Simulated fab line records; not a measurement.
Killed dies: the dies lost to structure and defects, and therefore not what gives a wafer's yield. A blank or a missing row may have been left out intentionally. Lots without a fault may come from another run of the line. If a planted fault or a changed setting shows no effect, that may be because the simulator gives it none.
A struck lot beside a sound one | flow sky130 | 14 steps out of a route of 708
Sound: wafers L567.2, L567.5, L567.6. Wafers L574.1, L574.3, L574.5 were the ones struck. The cause comes at the end.
Per side, at each step with rows, come the tool, then ch with its chambers, and then its first start. Under that, the readings that differ: sound wafers | struck wafers | difference of the means | sigmas: that difference in standard deviations of wafers without a fault.
alike: words and numbers the same on both sides, and readings whose means are apart by under 2 such deviations; not compared: readings that were withheld, readings missing a value for some wafer, numbers with overlapping values and no deviation given by the record, and bounds like >300 which may hide the same value.
Wherever a step has rows on one side only, a row that says differs or no value, or a row with sigmas, the two part there. When numbers do not overlap yet have no deviation, they are printed without sigmas and do not part them. A reading that every wafer of one side lacks parts them only if that side has two wafers or more.

first, 6 steps without rows for these wafers: SKY_METAL4_COAT_07 (resist thk 60 nm); SKY_METAL4_COAT_08 (resist thk 1140 nm); SKY_METAL4_SOFTBAKE_09 (time 90 s); SKY_METAL4_EXPOSE_10 (exposes mask MM4, target cd 300 nm); SKY_METAL4_PEB_11; SKY_METAL4_DEVELOP_12 (develop time 60 s).
SKY_METAL4_CD_MEAS_13: the cd target is 300 nm.
  sound on cd sem-01 at day 44 12:40; struck on cd sem-01 at day 46 05:52
  alike: cd nm
SKY_METAL4_OVL_MEAS_14:
  sound on overlay-02 at day 44 12:47; struck on overlay-01 at day 46 05:59
  alike: METAL4_OVL
SKY_METAL4_DESCUM_15: chemistry O2, time 8 s.
  sound on rie metal-04 ch 0,1, day 44 12:49; struck on rie metal-02 ch 1, day 46 06:02
  alike: drypump motor current A, oes product au
  not compared: rf hours counter h
SKY_METAL4_ETCH_16: etches BARC in N2/H2, stops on SiO2, time 88.2 s, target depth 60 nm.
  sound on rie metal-04 ch 0,1, day 44 12:50; struck on rie metal-02 ch 1, day 46 06:04
  alike: drypump motor current A, h2 flow sccm, oes product au, throttle valve pct
  not compared: rf hours counter h
SKY_METAL4_ETCH_17: etches SiO2 in C4F8/O2/Ar, stops on TiN, time 3.9 s, target depth 15 nm.
  sound on rie diel-02 ch 0,3, day 44 12:56; struck on rie diel-03 ch 0,2,3, day 46 06:10
  alike: oes product au
  not compared: rf hours counter h
SKY_METAL4_METAL_ETCH_18: etches the open film in Cl2/BCl3, stops on SiO2, target depth 845 nm, time 183.1 s.
  sound on rie metal-02 ch 0,1, day 44 12:58; struck on rie metal-03 ch 0,1, day 46 06:11
  alike: drypump motor current A, oes product au, throttle valve pct
  not compared: rf hours counter h
SKY_METAL4_STRIP_19: strips in O2/N2.
  sound on plasma asher-04 ch 0,1, day 44 13:08; struck on plasma asher-03 ch 0,1, day 46 06:22
  no value came back on the struck wafers for chamber pressure mTorr (mTorr), drypump motor current A (A), oes product au (a.u.), strip time to endpoint s (s); on the sound wafers chamber pressure mTorr (mTorr) reads 1502.0 1500.7 1502.8
  reading                                       | sound | struck            | difference | sigmas
  model.KrF-thick_of_METAL4_COAT_08.thk nm (nm) | 0 0 0 | 547.4 539.7 541.9 | +543.0     |
  not compared: rf hours counter h
then, 1 step without rows for these wafers: SKY_METAL4_STRIP_20 (strips in post etch residue remover, time 1200 s).

== WHERE THEY PART ==
Within this record, at SKY_METAL4_STRIP_19 only.

WHY: the cause the simulator had injected
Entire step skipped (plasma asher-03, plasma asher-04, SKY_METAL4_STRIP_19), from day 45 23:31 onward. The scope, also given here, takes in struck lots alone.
